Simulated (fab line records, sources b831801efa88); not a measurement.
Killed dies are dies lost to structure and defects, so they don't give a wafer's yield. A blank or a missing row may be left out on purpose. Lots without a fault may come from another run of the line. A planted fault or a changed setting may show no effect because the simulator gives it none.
fab line records | flow sky130
record lots=5 wafers=15 last_day=50
route steps=708 shown LOCAL_INTERCONNECT@390 CONTACT@406 PAD_OPEN@708
lots that met no fault: from a run of the same line without faults
start_h: hours from the record's first day to the start of the lot's first wafer shown | wait_h: hours since the lot's step before | " the same as in the row above | L1.1+2: a row that stands for several wafers | - no value, or no start given | * or withheld: withheld | < > ~ a bound
route shown NAME@n: a module of which the file shows steps, and the number in the route of the first | usual: mean/standard deviation of fault-free wafers | same: alike in all rows | chamber/n: place in a boat | sites: the reading at each site | _std_site: their standard deviation | _edge_site: outer sites' mean less inner sites' | radius_mm: how far each site lies from the wafer's centre | mask NAME#n: copy n | behind: the tool/chamber that last shaped the wafer | hold: why the lot was held/for how many hours/how that ended | device: the transistor (n, p or np) that didn't switch | end of line: the same wafers' tests at the end of the route | a step without rows: its recipe alone | killed: dies lost to structure and defects at the first sort, not the wafer's yield | map: a wafer's dies, x killed, . not, _ none there
set.NAME: the setting as run; set.NAME@STEP: as run at that earlier step | model.NAME: the simulator's own value behind a step, which no gauge read
lots at some steps of the route; a table a step, a row a wafer
services: from which hour (start_h, from the record's first day; less than 0 if before it) a tool's chamber was out of use, for how many hours, and why
## steps
# step SKY_LOCAL_INTERCONNECT_DEHYDRATE_03
# recipe temp_c=200 time_s=60
# step SKY_LOCAL_INTERCONNECT_HMDS_04
# recipe prime_time_s=60 prime_temp_c=120
# step SKY_LOCAL_INTERCONNECT_COAT_05
# recipe resist=BARC temp_c=withheld time_s=withheld spin_rpm=3000 resist_thk_nm=60
# step SKY_LOCAL_INTERCONNECT_COAT_06
# recipe resist=KrF-thick spin_rpm=3000 resist_thk_nm=450
# step SKY_LOCAL_INTERCONNECT_SOFTBAKE_07
# recipe temp_c=100 time_s=90 resist=KrF-thick
# step SKY_LOCAL_INTERCONNECT_EXPOSE_08
# recipe mask_id=LI1M na=0.8 source_shape=annular sigma_inner=0.55 sigma_outer=0.85 target_cd_nm=170 dose_mj=28
# step SKY_LOCAL_INTERCONNECT_PEB_09
# recipe peb_temp_c=withheld peb_time_s=withheld resist=KrF-thick
# step SKY_LOCAL_INTERCONNECT_DEVELOP_10
# recipe develop_time_s=60 resist=KrF-thick dev_temp_c=21
# step SKY_LOCAL_INTERCONNECT_ETCH_13
# recipe chemistry=N2/H2 target=BARC ion_energy_ev=200 bias_w=100 pressure_mtorr=30 n2_flow_sccm=100 h2_flow_sccm=200 icp_w=500 stop_on=SiO2 time_s=45.9 target_depth_a=600
# usual bias_w=100.0/0.3 drypump_motor_current_A=5.9/0.44 oes_product_au=0.856/0.0048 throttle_valve_pct=13.225/0.01
# columns lot.wafer tool chamber start_h wait_h bias_w drypump_motor_current_A oes_product_au rf_hours_counter_h throttle_valve_pct model.KrF-thick_of_LOCAL_INTERCONNECT_COAT_06.thk_nm model.etch.depth_nm model.LOCAL_INTERCONNECT.cd_nm
L966.3 rie_metal-02 0 765.73 0.0 99.9 6.2 0.856 - 13.220 393.4 59.84 169.7
L966.4 " 1 " " 99.9 5.9 0.849 - 13.230 395.1 59.66 169
L966.5 " 1 " " 99.8 5.9 0.855 - 13.212 394.4 60.01 169.4
L976.3 rie_metal-02 0 847.80 0.0 99.8 6.2 0.861 - 13.238 392.6 60.32 168.4
L976.4 " 1 " " 99.9 5.9 0.868 - 13.234 392.9 60.37 170.4
L976.6 " 1 " " 99.9 5.9 0.808 - 13.222 407.6 52.77 172.2
L978.3 rie_metal-02 0 849.24 0.0 100.1 6.3 0.860 - 13.230 393 60.07 170.8
L978.4 " 1 " " 100.1 5.9 0.858 - 13.238 393.4 60.46 172.5
L978.6 " 1 " " 99.8 5.9 0.804 - 13.215 407.1 52.64 175.7
L980.1 rie_metal-02 1 853.16 0.0 99.3 5.9 0.801 4 13.224 411.4 52.77 173.4
L980.2 " 0 " " 100.6 6.2 0.852 17 13.233 395.5 59.99 168.6
L980.4 " 1 " " 99.6 5.9 0.853 - 13.233 395.3 59.84 171.7
L982.1 rie_metal-04 1 876.57 0.0 100.0 6.5 0.860 3 13.217 392.8 60.15 171
L982.5 " 1 " " 99.7 6.6 0.857 - 13.228 393.9 59.98 171.5
L982.6 " 0 " " 100.7 5.0 0.847 - 13.218 392.8 60.21 169.9
# step SKY_LOCAL_INTERCONNECT_METAL_ETCH_14
# recipe target_depth_nm=110 stop_on=PSG chemistry=Cl2/BCl3 target=TiN resist_sidewall_deg=88 pressure_mtorr=10 icp_w=900 bias_w=48.5 Cl2_flow_sccm=60 bcl3_flow_sccm=30 time_s=31.4
# usual bias_w=48.52/0.15 drypump_motor_current_A=5.9/0.44 mfc_cl2_sccm=59.96/0.16 oes_product_au=0.942/0.008 throttle_valve_pct=21.900/0.0099
# columns lot.wafer tool chamber start_h wait_h bias_w drypump_motor_current_A mfc_cl2_sccm oes_product_au rf_hours_counter_h throttle_valve_pct model.KrF-thick_of_LOCAL_INTERCONNECT_COAT_06.thk_nm model.LOCAL_INTERCONNECT.cd_nm
L966.3 rie_metal-02 0 765.79 0.0 48.70 6.2 59.86 0.941 - 21.899 348.3 170.6
L966.4 " 1 " " 48.23 5.9 60.24 0.941 - 21.895 350.6 168.3
L966.5 " 1 " " 48.38 5.9 60.16 0.939 - 21.892 350 168.5
L976.3 rie_metal-02 0 847.86 0.0 48.21 6.2 59.81 0.948 - 21.906 348.1 169.1
L976.4 " 1 " " 48.58 5.9 59.98 0.941 - 21.894 348.3 170.1
L976.6 " 1 " " 48.68 5.9 59.76 0.370 - 22.266 363 172.1
L978.3 rie_metal-02 0 849.30 0.0 48.50 6.3 60.19 0.950 - 21.897 348.6 170.9
L978.4 " 1 " " 48.35 5.9 60.11 0.949 - 21.899 348.8 172.1
L978.6 " 1 " " 48.45 5.9 60.16 0.381 - 22.278 362.8 175.9
L980.1 rie_metal-02 1 853.23 0.0 48.70 5.9 59.63 0.373 5 22.256 367.1 173
L980.2 " 0 " " 48.48 6.2 59.97 0.944 17 21.893 351.1 169.1
L980.4 " 1 " " 48.56 5.9 60.07 0.941 - 21.903 351 171.2
L982.1 rie_metal-04 1 876.63 0.0 48.60 6.5 59.93 0.937 3 21.910 349.9 171.4
L982.5 " 1 " " 48.50 6.5 59.69 0.942 - 21.887 350.9 172
L982.6 " 0 " " 48.87 5.0 60.00 0.942 - 21.897 349 170.3
# step SKY_LOCAL_INTERCONNECT_STRIP_15
# recipe chemistry=O2/N2 power_w=1400 pressure_mtorr=1500 platen_temp_c=withheld o2_flow_sccm=3000 n2_flow_sccm=300 overash_fraction=0.5
# usual drypump_motor_current_A=5.7/0.47 oes_product_au=0.427/0.0044 strip_time_to_endpoint_s=4.728/0.02
# columns lot.wafer tool chamber start_h wait_h drypump_motor_current_A oes_product_au rf_hours_counter_h strip_time_to_endpoint_s
L966.3 plasma_asher-03 0 765.86 0.1 6.1 0.433 - 4.695
L966.4 " 1 " " 6.3 0.430 - 4.715
L966.5 " 1 " " 6.3 0.428 - 4.724
L976.3 plasma_asher-03 0 847.93 0.1 6.1 0.429 - 4.711
L976.4 " 1 " " 6.3 0.424 - 4.730
L976.6 " 0 " " 6.1 0.434 - 4.879
L978.3 plasma_asher-04 1 849.36 0.1 5.6 0.431 - 4.719
L978.4 " 0 " " 6.0 0.435 - 4.729
L978.6 " 1 " " 5.6 0.436 - 4.866
L980.1 plasma_asher-04 0 853.28 0.0 6.0 0.432 10 4.918
L980.2 " 1 " " 5.6 0.430 10 4.755
L980.4 " 1 " " 5.6 0.428 - 4.745
L982.1 plasma_asher-03 1 876.68 0.0 6.2 0.427 108 4.740
L982.5 " 1 " " 6.3 0.423 - 4.739
L982.6 " 0 " " 6.2 0.433 - 4.722
# step SKY_LOCAL_INTERCONNECT_STRIP_16
# recipe chemistry=post_etch_residue_remover time_s=1200 temp_c=72.5
# step SKY_LOCAL_INTERCONNECT_CLEAN_17
# recipe chemistry=IPA time_s=180 temp_c=25
# step SKY_LOCAL_INTERCONNECT_CLEAN_18
# recipe chemistry=O3/DIW dry=n2_spin
# step SKY_CONTACT_CVD_00
# recipe material=Si3N4 target_thk_nm=75 temp_c=400 time_s=withheld rf_w=450
# step SKY_CONTACT_HDPCVD_02
# recipe material=SiO2 target_thk_nm=565 sigma_open_frac=0.3 time_s=94.2 temp_c=600 sih4_flow_sccm=61.26 pressure_mtorr=6
# step SKY_CONTACT_CMP_04
# recipe material=SiO2 down_force_psi=4 platen_rpm=60 pad_velocity_m_s=0.94248
# step SKY_CONTACT_DEHYDRATE_06
# recipe temp_c=200 time_s=60
# step SKY_CONTACT_HMDS_07
# recipe prime_time_s=60 prime_temp_c=120
# step SKY_CONTACT_COAT_08
# recipe resist=BARC temp_c=withheld time_s=withheld spin_rpm=3000 resist_thk_nm=60
# step SKY_CONTACT_COAT_09
# recipe resist=KrF-thick spin_rpm=3000 resist_thk_nm=450
# step SKY_CONTACT_SOFTBAKE_10
# recipe temp_c=100 time_s=90 resist=KrF-thick
# step SKY_CONTACT_EXPOSE_11
# recipe mask_id=CTM1 na=0.8 source_shape=annular sigma_inner=0.55 sigma_outer=0.85 target_cd_nm=170 dose_mj=38
# step SKY_CONTACT_PEB_12
# recipe peb_temp_c=withheld peb_time_s=withheld resist=KrF-thick
# step SKY_CONTACT_DEVELOP_13
# recipe develop_time_s=60 resist=KrF-thick dev_temp_c=21
# step SKY_CONTACT_CD_MEAS_14
# recipe target_cd_nm=170
# usual cd_nm=169.9/1.6
# columns lot.wafer tool chamber start_h wait_h cd_nm
L966.3 cd_sem-02 - 793.19 - 169.2
L966.4 " - " " 168.6
L966.5 " - " " 169.5
L976.3 cd_sem-02 - 874.55 - 168.7
L976.4 " - " " 169.6
L976.6 " - " " -
L978.3 cd_sem-01 - 876.49 - 171.1
L978.4 " - " " 169.5
L978.6 " - " " -
L980.1 cd_sem-01 - 880.20 - -
L980.2 " - " " 168.6
L980.4 " - " " 168.8
L982.1 cd_sem-02 - 903.35 - 168.1
L982.5 " - " " 170.3
L982.6 " - " " 170.4
# step SKY_CONTACT_OVL_MEAS_15
# usual CONTACT_OVL=3/5.4
# columns lot.wafer tool chamber start_h wait_h CONTACT_OVL[nm]
L966.3 overlay-01 - 793.28 0.1 14
L966.4 " - " " 5
L966.5 " - " " 17
L976.3 overlay-01 - 874.64 0.1 5
L976.4 " - " " -3
L976.6 " - " " -
L978.3 overlay-01 - 876.58 0.1 12
L978.4 " - " " 11
L978.6 " - " " -
L980.1 overlay-01 - 880.32 0.1 -
L980.2 " - " " 3
L980.4 " - " " 0
L982.1 overlay-02 - 903.47 0.1 5
L982.5 " - " " 7
L982.6 " - " " 7
# step SKY_CONTACT_ETCH_16
# recipe chemistry=N2/H2 target=BARC ion_energy_ev=200 source_w=500 bias_w=100 pressure_mtorr=30 n2_flow_sccm=100 h2_flow_sccm=200 stop_on=SiO2 time_s=45.9 target_depth_a=600
# step SKY_PAD_OPEN_PROBE_99
# usual killed_at_M0_to_M3=44/6.5 killed_at_M4_up=3.0/1.5 killed_at_contacts=25/5.1 killed_at_front_end=14/4.1 killed_at_other=0.3/0.57 killed_dies=87/9.5 killed_on_rim=17/3.9 killed_open=48/6.8 killed_short=39/6.2
# same gross_dies=492 killed_at_back_side=0
# columns lot.wafer tool chamber start_h wait_h killed_at_M0_to_M3 killed_at_M4_up killed_at_contacts killed_at_front_end killed_at_other killed_dies killed_on_rim killed_open killed_short
L966.3 prober-02 - 1122.49 0.2 62 5 32 16 0 115 27 63 51
L966.4 prober-02 - 1122.54 0.2 46 2 23 17 1 89 14 54 35
L966.5 prober-02 - 1122.59 0.2 52 1 24 10 1 88 15 53 35
L976.3 prober-02 - 1178.98 0.2 48 2 35 20 0 105 21 66 39
L976.4 prober-02 - 1179.03 0.2 37 0 22 19 0 78 10 47 31
L976.6 prober-02 - 1179.13 0.2 239 81 94 12 66 492 96 52 31
L978.3 prober-01 - 1179.83 0.2 39 2 31 19 1 92 17 51 41
L978.4 prober-01 - 1179.88 0.2 40 4 26 15 0 85 15 48 35
L978.6 prober-01 - 1179.98 0.2 237 65 95 19 76 492 96 43 39
L980.1 prober-02 - 1183.55 0.1 232 68 106 6 80 492 96 48 35
L980.2 prober-02 - 1183.60 0.1 46 4 20 11 0 81 20 42 39
L980.4 prober-02 - 1183.70 0.2 44 4 21 11 0 80 17 44 36
L982.1 prober-02 - 1196.62 0.1 38 6 21 5 0 70 15 36 34
L982.5 prober-02 - 1196.82 0.2 45 1 16 14 0 76 14 40 36
L982.6 prober-02 - 1196.87 0.2 48 3 17 11 0 79 16 46 33
# killed by level:class
L966.3 CONTACT:geometric_particle:open=15 VIA1:geometric_particle:open=12 VIA1:geometric_particle:short=11 VIA2:geometric_particle:open=11 METAL1:geometric_particle:short=7 VIA2:geometric_particle:short=7 LI_CONTACT:geometric_particle:open=6 FIELD_ISO:geometric_particle:open=5
L966.4 VIA1:geometric_particle:open=13 CONTACT:geometric_particle:open=11 VIA1:geometric_particle:short=8 LI_CONTACT:geometric_particle:open=7 METAL2:geometric_particle:short=5 POLY_GATE:geometric_particle:open=4 VIA2:geometric_particle:open=4 VIA3:geometric_particle:open=4
L966.5 CONTACT:geometric_particle:open=13 VIA1:geometric_particle:open=11 VIA3:geometric_particle:open=10 METAL2:geometric_particle:short=8 VIA1:geometric_particle:short=6 LI_CONTACT:geometric_particle:open=4 METAL2:geometric_particle:open=4 FIELD_ISO:geometric_particle:short=3
L976.3 CONTACT:geometric_particle:open=19 VIA2:geometric_particle:open=10 LI_CONTACT:geometric_particle:open=9 METAL1:geometric_particle:short=7 VIA1:geometric_particle:open=7 VIA3:geometric_particle:open=7 METAL2:geometric_particle:short=6 FIELD_ISO:geometric_particle:open=4
L976.4 VIA1:geometric_particle:open=8 FIELD_ISO:geometric_particle:open=7 VIA3:geometric_particle:open=7 LI_CONTACT:geometric_particle:open=6 CONTACT:geometric_particle:short=6 CONTACT:geometric_particle:open=6 VIA1:geometric_particle:short=5 FIELD_ISO:geometric_particle:short=4
L976.6 METAL4:area_expose=41 CAP2M:area_expose=39 VIA4:area_expose=38 METAL2:area_expose=36 VIA3:area_expose=35 LOCAL_INTERCONNECT:area_etch=35 VIA1:area_expose=35 METAL3:area_expose=34
L978.3 VIA1:geometric_particle:open=15 CONTACT:geometric_particle:open=14 FIELD_ISO:geometric_particle:open=5 LI_CONTACT:geometric_particle:open=5 LOCAL_INTERCONNECT:geometric_particle:short=5 VIA3:geometric_particle:short=5 METAL2:geometric_particle:short=5 FIELD_ISO:geometric_particle:short=4
L978.4 CONTACT:geometric_particle:open=12 LI_CONTACT:geometric_particle:open=8 VIA1:geometric_particle:open=8 VIA3:geometric_particle:open=7 FIELD_ISO:geometric_particle:short=5 METAL1:geometric_particle:short=5 VIA1:geometric_particle:short=5 VIA2:geometric_particle:open=4
L978.6 CAP2M:area_expose=44 METAL2:area_expose=44 CONTACT:area_expose=36 LOCAL_INTERCONNECT:area_etch=35 METAL1:area_expose=34 VIA1:area_expose=33 METAL4:area_expose=33 METAL3:area_expose=32
L980.1 VIA2:area_expose=40 CAPM:area_expose=40 CONTACT:area_expose=39 CAP2M:area_expose=39 VIA1:area_expose=38 LOCAL_INTERCONNECT:area_etch=36 VIA3:area_expose=34 VIA4:area_expose=33
L980.2 VIA1:geometric_particle:open=10 LI_CONTACT:geometric_particle:open=8 VIA2:geometric_particle:open=7 VIA1:geometric_particle:short=6 CONTACT:geometric_particle:open=5 METAL2:geometric_particle:short=5 VIA3:geometric_particle:open=5 POLY_GATE:geometric_particle:short=4
L980.4 VIA1:geometric_particle:open=13 CONTACT:geometric_particle:open=12 VIA3:geometric_particle:open=8 VIA3:geometric_particle:short=7 VIA1:geometric_particle:short=5 METAL4:geometric_particle:short=4 FIELD_ISO:geometric_particle:open=3 CONTACT:geometric_particle:short=3
L982.1 VIA1:geometric_particle:open=9 METAL2:geometric_particle:short=8 LOCAL_INTERCONNECT:geometric_particle:short=7 VIA3:geometric_particle:open=7 LI_CONTACT:geometric_particle:open=5 CONTACT:geometric_particle:short=5 VIA2:geometric_particle:open=5 METAL4:geometric_particle:short=5
L982.5 VIA1:geometric_particle:open=11 METAL1:geometric_particle:short=8 VIA2:geometric_particle:open=7 FIELD_ISO:geometric_particle:short=6 CONTACT:geometric_particle:short=5 LI_CONTACT:geometric_particle:open=4 CONTACT:geometric_particle:open=4 VIA1:geometric_particle:short=4
L982.6 VIA2:geometric_particle:open=14 VIA3:geometric_particle:open=7 VIA1:geometric_particle:short=6 CONTACT:geometric_particle:open=5 FIELD_ISO:geometric_particle:short=4 METAL1:geometric_particle:short=4 LI_CONTACT:geometric_particle:open=4 VIA1:geometric_particle:open=4
# map L976.6 (x killed, . not)
__________xxxxxxxxxx_________
________xxxxxxxxxxxxxx_______
______xxxxxxxxxxxxxxxxxx_____
_____xxxxxxxxxxxxxxxxxxxx____
____xxxxxxxxxxxxxxxxxxxxxx___
___xxxxxxxxxxxxxxxxxxxxxxxx__
__xxxxxxxxxxxxxxxxxxxxxxxxxx_
_xxxxxxxxxxxxxxxxxxxxxxxxxxxx
_xxxxxxxxxxxxxxxxxxxxxxxxxxxx
_xxxxxxxxxxxxxxxxxxxxxxxxxxxx
_xxxxxxxxxxxxxxxxxxxxxxxxxxxx
_xxxxxxxxxxxxxxxxxxxxxxxxxxxx
_xxxxxxxxxxxxxxxxxxxxxxxxxxxx
_xxxxxxxxxxxxxxxxxxxxxxxxxxxx
_xxxxxxxxxxxxxxxxxxxxxxxxxxxx
__xxxxxxxxxxxxxxxxxxxxxxxxxx_
___xxxxxxxxxxxxxxxxxxxxxxxx__
____xxxxxxxxxxxxxxxxxxxxxx___
_____xxxxxxxxxxxxxxxxxxxx____
______xxxxxxxxxxxxxxxxxx_____
________xxxxxxxxxxxxxx_______
__________xxxxxxxxxx_________
# map L978.6 (x killed, . not)
__________xxxxxxxxxx_________
________xxxxxxxxxxxxxx_______
______xxxxxxxxxxxxxxxxxx_____
_____xxxxxxxxxxxxxxxxxxxx____
____xxxxxxxxxxxxxxxxxxxxxx___
___xxxxxxxxxxxxxxxxxxxxxxxx__
__xxxxxxxxxxxxxxxxxxxxxxxxxx_
_xxxxxxxxxxxxxxxxxxxxxxxxxxxx
_xxxxxxxxxxxxxxxxxxxxxxxxxxxx
_xxxxxxxxxxxxxxxxxxxxxxxxxxxx
_xxxxxxxxxxxxxxxxxxxxxxxxxxxx
_xxxxxxxxxxxxxxxxxxxxxxxxxxxx
_xxxxxxxxxxxxxxxxxxxxxxxxxxxx
_xxxxxxxxxxxxxxxxxxxxxxxxxxxx
_xxxxxxxxxxxxxxxxxxxxxxxxxxxx
__xxxxxxxxxxxxxxxxxxxxxxxxxx_
___xxxxxxxxxxxxxxxxxxxxxxxx__
____xxxxxxxxxxxxxxxxxxxxxx___
_____xxxxxxxxxxxxxxxxxxxx____
______xxxxxxxxxxxxxxxxxx_____
________xxxxxxxxxxxxxx_______
__________xxxxxxxxxx_________
## services
# columns tool chamber start_h hours kind
plasma_asher-04 - 743.87 9.0 pm
plasma_asher-04 0 743.87 9.0 vent_cycle
plasma_asher-04 1 743.87 9.0 vent_cycle
plasma_asher-04 0 752.87 - clean
plasma_asher-04 1 752.87 - clean
rie_metal-02 1 771.68 11.1 repair
rie_metal-04 1 772.44 - clean
rie_metal-04 1 772.44 19.8 scheduled_down
rie_metal-04 1 772.44 19.8 vent_cycle
rie_metal-02 1 827.87 8.8 repair
## key
first_sign step=SKY_LOCAL_INTERCONNECT_ETCH_13 reading=oes_product_au direction=down sigmas=11 usual=0.856 struck=0.804
effect step=SKY_LOCAL_INTERCONNECT_METAL_ETCH_14 reading=oes_product_au direction=down sigmas=71 usual=0.942 struck=0.375
effect step=SKY_LOCAL_INTERCONNECT_STRIP_15 reading=strip_time_to_endpoint_s direction=up sigmas=7.8 usual=* struck=*
effect step=SKY_CONTACT_CD_MEAS_14 reading=cd_nm direction=missing
effect step=SKY_CONTACT_OVL_MEAS_15 reading=CONTACT_OVL direction=missing
effect step=SKY_PAD_OPEN_PROBE_99 reading=killed_at_other direction=up sigmas=74 usual=0.3 struck=74
model_effect step=SKY_LOCAL_INTERCONNECT_ETCH_13 value=KrF-thick_of_LOCAL_INTERCONNECT_COAT_06.thk_nm without=394.1 struck=408.7
model_effect step=SKY_LOCAL_INTERCONNECT_METAL_ETCH_14 value=KrF-thick_of_LOCAL_INTERCONNECT_COAT_06.thk_nm without=349.7 struck=364.3
met_at SKY_LOCAL_INTERCONNECT_ETCH_13
struck_wafers L976.6,L978.6,L980.1
tester_left_out L976,L978,L980
onset_between 765.73 847.80
fault kind=process_parameter_drift tool=rie_metal-02 chamber=- onset_h=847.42 steps=SKY_LOCAL_INTERCONNECT_ETCH_13 channel=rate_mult offset=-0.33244 shape=step end_h=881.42 scope=struck_wafers_only
# tester_left_out: of these lots the tester's yield and bins aren't shown, on N5 and GAA mostly nor the transistor test; their killed dies are dies lost to structure and defects alone, not to doping, threshold or leakage, so they don't give the yield
